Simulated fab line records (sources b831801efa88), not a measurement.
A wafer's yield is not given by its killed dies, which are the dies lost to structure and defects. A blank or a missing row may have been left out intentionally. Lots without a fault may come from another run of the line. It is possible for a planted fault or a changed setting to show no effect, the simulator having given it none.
Struck lot and sound lot, side by side | flow sky130 | 44 steps out of a route of 708
Sound: these wafers, L134.1, L134.4, L134.6. Struck: wafer L148.1 (left out: L148.3, L148.5 of the same lot, which were not struck); the cause appears at the end.
Order at every step that has rows: each side's tool, ch and its chambers, its first start. Under that, the readings that differ: sound wafers | struck wafers | difference of the means | sigmas: that difference in standard deviations of wafers without a fault.
alike: words and numbers the same on both sides, and readings whose means are apart by under 2 such deviations; not compared: readings that were withheld, readings missing a value for some wafer, numbers with overlapping values and no deviation given by the record, and bounds like >300 which may hide the same value.
Wherever a step has rows on one side only, a row that says differs or no value, or a row with sigmas, the two part there. When numbers do not overlap yet have no deviation, they are printed without sigmas and do not part them. A reading that every wafer of one side lacks parts them only if that side has two wafers or more.

first, 1 step without rows for these wafers: SKY_VIA2_SPUTTER_20 (material TiN, target thk 20 nm, time 80 s).
SKY_VIA2_CVD_21: deposits W, target thk 420 nm, time 126.4 s.
  sound on cvd_w-02 ch 0,1, day 37 16:17; struck on cvd_w-01 ch 1, day 41 19:31
  alike: heater_power_w
  not compared: since_wet_clean_h
SKY_VIA2_RS_MEAS_22: uses a four-point probe to measure.
  struck on film_metro-04, day 41 19:39; sound on film_metro-01, day 37 16:25
  alike: VIA2_W_RS
SKY_VIA2_THK_MEAS_23: measures by xrf.
  struck on film_metro-04, day 41 19:46; sound on film_metro-01, day 37 16:32
  alike: VIA2_W_THK
SKY_VIA2_CMP_24: polishes, stops on SiO2, t overpolish 20 s, target thk 0 nm.
  sound on cmp-02 ch 0,2,3, day 37 16:35; struck on cmp-01 ch 2, day 41 19:53
  alike: motor_current_A, overpolish_run_s, retaining_ring_pressure_frac, slurry_flow_ml_min, time_to_endpoint_s
then, 2 steps without rows for these wafers: SKY_METAL3_SPUTTER_00 (material Ti, target thk 15 nm, time 10 s); SKY_METAL3_SPUTTER_01 (material TiN, target thk 20 nm, time 16.7 s).
SKY_METAL3_SPUTTER_02: material AlCu, target thk 735 nm, time 39.1 s.
  struck on pvd_sputter-04, day 41 20:11; sound on pvd_sputter-01, day 37 16:56
  reading                | sound          | struck | difference | sigmas
  throttle_valve_pct (%) | 30.9 30.6 30.7 | 27.5   | -3.2       | -4
then, 1 step without rows for these wafers: SKY_METAL3_SPUTTER_03 (material Ti, target thk 5 nm, time 3.3 s).
SKY_METAL3_SPUTTER_04: material TiN, target thk 70 nm, time 58.3 s.
  struck on pvd_sputter-04, day 41 20:14; sound on pvd_sputter-01, day 37 16:59
  reading                | sound          | struck | difference | sigmas
  throttle_valve_pct (%) | 30.8 30.7 30.9 | 27.6   | -3.2       | -4
then, 1 step without rows for these wafers: SKY_CAPM_CVD_00 (deposits SiO2, target thk 15.5 nm).
SKY_CAPM_THK_MEAS_01:
  struck on film_metro-03, day 41 20:19; sound on film_metro-04, day 37 17:04
  alike: CAPM_CVD_00_THK
SKY_CAPM_SPUTTER_02: material TiN, target thk 200 nm, time 166.7 s.
  struck on pvd_sputter-02, day 41 20:22; sound on pvd_sputter-02, day 37 17:07
  reading                                  | sound             | struck | difference | sigmas
  model.TiN_of_CAPM_SPUTTER_02.thk_nm (nm) | 200.5 200.8 201.3 | 220.9  | +20.0      |
  alike: throttle_valve_pct
SKY_CAPM_RS_MEAS_03: uses a four-point probe to measure.
  struck on film_metro-01, day 41 20:28; sound on film_metro-01, day 37 17:14
  reading              | sound          | struck | difference | sigmas
  CAPM_TIN_RS (ohm/sq) | 6.91 6.88 6.88 | 6.26   | -0.63      | -7
SKY_CAPM_THK_MEAS_04: measures by xrf.
  struck on film_metro-01, day 41 20:35; sound on film_metro-01, day 37 17:21
  reading           | sound             | struck | difference | sigmas
  CAPM_TIN_THK (nm) | 203.5 204.2 205.1 | 224.8  | +20.5      | +8
then, 7 steps without rows for these wafers: SKY_CAPM_DEHYDRATE_05 (time 60 s); SKY_CAPM_HMDS_06 (prime time 60 s); SKY_CAPM_COAT_07 (resist thk 1140 nm); SKY_CAPM_SOFTBAKE_08 (time 60 s); SKY_CAPM_EXPOSE_09 (exposes mask CAPM, target cd 1000 nm); SKY_CAPM_PEB_10; SKY_CAPM_DEVELOP_11 (develop time 60 s).
SKY_CAPM_OVL_MEAS_12:
  struck on overlay-02, day 42 20:06; sound on overlay-02, day 38 18:46
  reading       | sound       | struck | difference | sigmas
  CAPM_OVL (nm) | 2.6 2.1 1.3 | -3.3   | -5.3       | -4
SKY_CAPM_METAL_ETCH_13: etches TiN in Cl2/BCl3, stops on SiO2, target depth 220 nm, time 62.9 s.
  sound on rie_metal-02 ch 0,1, day 38 18:48; struck on rie_metal-03 ch 1, day 42 20:08
  reading                | sound                | struck | difference | sigmas
  oes_product_au (a.u.)  | 0.943 0.944 0.945    | 0.982  | +0.038     | +4
  throttle_valve_pct (%) | 21.909 21.905 21.902 | 21.883 | -0.022     | -2
  alike: drypump_motor_current_A
  not compared: rf_hours_counter_h
then, 12 steps without rows for these wafers: SKY_CAPM_STRIP_14 (strips in O2/N2); SKY_CAPM_STRIP_15 (strips in post etch residue remover, time 1200 s); SKY_CAPM_CLEAN_16 (cleans in IPA, time 180 s); SKY_CAPM_CLEAN_17 (cleans in O3/DIW); SKY_METAL3_DEHYDRATE_05 (time 60 s); SKY_METAL3_HMDS_06 (prime time 60 s); SKY_METAL3_COAT_07 (resist thk 60 nm); SKY_METAL3_COAT_08 (resist thk 1140 nm); SKY_METAL3_SOFTBAKE_09 (time 90 s); SKY_METAL3_EXPOSE_10 (exposes mask MM3, target cd 300 nm); SKY_METAL3_PEB_11; SKY_METAL3_DEVELOP_12 (develop time 60 s).
SKY_METAL3_CD_MEAS_13: target cd 300 nm.
  struck on cd_sem-02, day 43 19:28; sound on cd_sem-02, day 39 20:22
  alike: cd_nm
SKY_METAL3_OVL_MEAS_14:
  struck on overlay-01, day 43 19:35; sound on overlay-02, day 39 20:29
  alike: METAL3_OVL
SKY_METAL3_DESCUM_15: chemistry O2, time 8 s.
  sound on rie_metal-03 ch 1, day 39 20:31; struck on rie_metal-02 ch 0, day 43 19:37
  alike: drypump_motor_current_A, oes_product_au
  not compared: rf_hours_counter_h
then, 3 steps without rows for these wafers: SKY_METAL3_ETCH_16 (etches BARC in N2/H2, stops on SiO2, time 88.2 s, target depth 60 nm); SKY_METAL3_ETCH_17 (etches SiO2 in C4F8/O2/Ar, stops on TiN, time 3.9 s, target depth 15 nm); SKY_METAL3_METAL_ETCH_18 (etches the open film in Cl2/BCl3, stops on SiO2, target depth 845 nm, time 183.1 s).
SKY_METAL3_STRIP_20: strips in post etch residue remover, time 1200 s.
  sound on wet_bench-03 ch 3, day 39 20:57; struck on wet_bench-04 ch 3, day 43 20:06
  reading                                  | sound           | struck | difference | sigmas
  model.TiN_of_CAPM_SPUTTER_02.thk_nm (nm) | 199.7 200 200.5 | 220.1  | +20.0      |
-- the record jumps here: 6 days lie between the struck wafers' starts before and after (it left off in module METAL3 and takes up again in module PAD_OPEN, whose first step shown is number 708 of the route) --
SKY_PAD_OPEN_PROBE_99:
  struck on prober-01, day 50 02:41; sound on prober-02, day 46 22:56
  reading                                    | sound                          | struck | difference | sigmas
  defect_limited_yield (%)                   | 86.0 83.9 86.2                 | 58.1   | -27.3      | -15
  killed_at_other                            | 0 1 0                          | 117    | +117       | +99 or more
  killed_dies                                | 69 79 68                       | 206    | +134       | +15
  model.etest.met3.line_ohm_um               | 0.1408 0.1425 0.1427           | 817    | +817       |
  model.etest.via3_chain.rc_ohm              | 9.408 9.259 9.827              | 603.7  | +594.2     |
  model.etest.tester.sort_n_pass             | 423 413 424                    | 0      | -420       |
  model.etest.met3.rs_ohm_sq                 | 0.04269 0.04293 0.04323        | 241.2  | +241.2     |
  model.etest.tester.sort_yield_pct (%)      | 85.98 83.94 86.18              | 0      | -85        |
  model.etest.met3.rs_ohm_sq_rim_less_centre | 3.908e-06 -0.0007247 0.0001185 | 67.13  | +67.13     |
  model.etest.tester.sort_bin_4_pct (%)      | 0 0 0                          | 58.13  | +58.13     |
  model.etest.tester.sort_bin_3_pct (%)      | 0.813 0.4065 0.813             | 24.19  | +23.51     |
  alike: killed_at_M0_to_M3, killed_at_M4_up, killed_at_contacts, killed_at_front_end, killed_open, killed_short

WHERE THEY PART
Earliest at SKY_METAL3_SPUTTER_02; latest, in this record, at SKY_PAD_OPEN_PROBE_99.

WHY: the cause the simulator had injected
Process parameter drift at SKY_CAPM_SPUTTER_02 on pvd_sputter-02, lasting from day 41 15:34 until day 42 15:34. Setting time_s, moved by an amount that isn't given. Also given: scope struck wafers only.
